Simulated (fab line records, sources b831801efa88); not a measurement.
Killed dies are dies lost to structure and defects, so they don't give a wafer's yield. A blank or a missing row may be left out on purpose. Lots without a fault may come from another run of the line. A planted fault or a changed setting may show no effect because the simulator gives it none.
One fault seen from 2 desks | flow gf180mcu | each desk has only its own numbers; what lay behind them comes last

THE TOOL OWNER'S DESK: iline_stepper-01
The tool's own readings at GF_HV_LDD_EXPOSE_16 (exposes mask Pplus LV AREA, target cd 400 nm): means of the sampled wafers that have a number, for each lot that ran on this tool. A lot is out of limits, marked OUT, if its mean lies more than 4 standard deviations from the usual mean; the brackets give that distance.
Columns: A = exposure_dose_mJ_cm2 at GF_HV_LDD_EXPOSE_16, usual 140.00; B = focus_offset_nm at GF_HV_LDD_EXPOSE_16, usual -0.1 nm
lot  | first seen here | A      | B
L991 | day 14 16:41    | 140.07 | 0.2
L994 | day 15 15:58    | 139.87 | -0.1
This desk's finding: nothing out of limits on any of the 2 lots.

THE METROLOGY DESK
What the gauges read, lot by lot, whatever tool the lot ran on: means of the sampled wafers that have a number. A lot is out of limits, marked OUT, if its mean lies more than 4 standard deviations from the usual mean; the brackets give that distance.
Columns: A = cd_nm at GF_HV_LDD_CD_MEAS_07, usual 399.3 nm; B = HV_LDD_OVL at GF_HV_LDD_OVL_MEAS_08, usual 0.0 nm; C = HV_LDD_TW at GF_HV_LDD_TW_MEAS_11, usual 2417
lot  | first seen here | A     | B    | C
L985 | day 12 16:11    | 400.8 | -0.3 | 2426
L986 | day 12 22:29    | 399.3 | 0.6  | 2435
L991 | day 14 06:11    | 400.4 | -0.1 | 2410
L994 | day 15 04:09    | 395.9 | 1.4  | 2420
L995 | day 15 08:39    | 398.3 | -0.6 | 2418
L101 | day 17 04:10    | 398.0 | 0.0  | 2440
This desk's finding: nothing out of limits on any of the 6 lots.

PUT TOGETHER
The tool owner's desk saw nothing out of limits.
The metrology desk saw nothing out of limits.

WHAT THE SIMULATOR HAD PUT IN
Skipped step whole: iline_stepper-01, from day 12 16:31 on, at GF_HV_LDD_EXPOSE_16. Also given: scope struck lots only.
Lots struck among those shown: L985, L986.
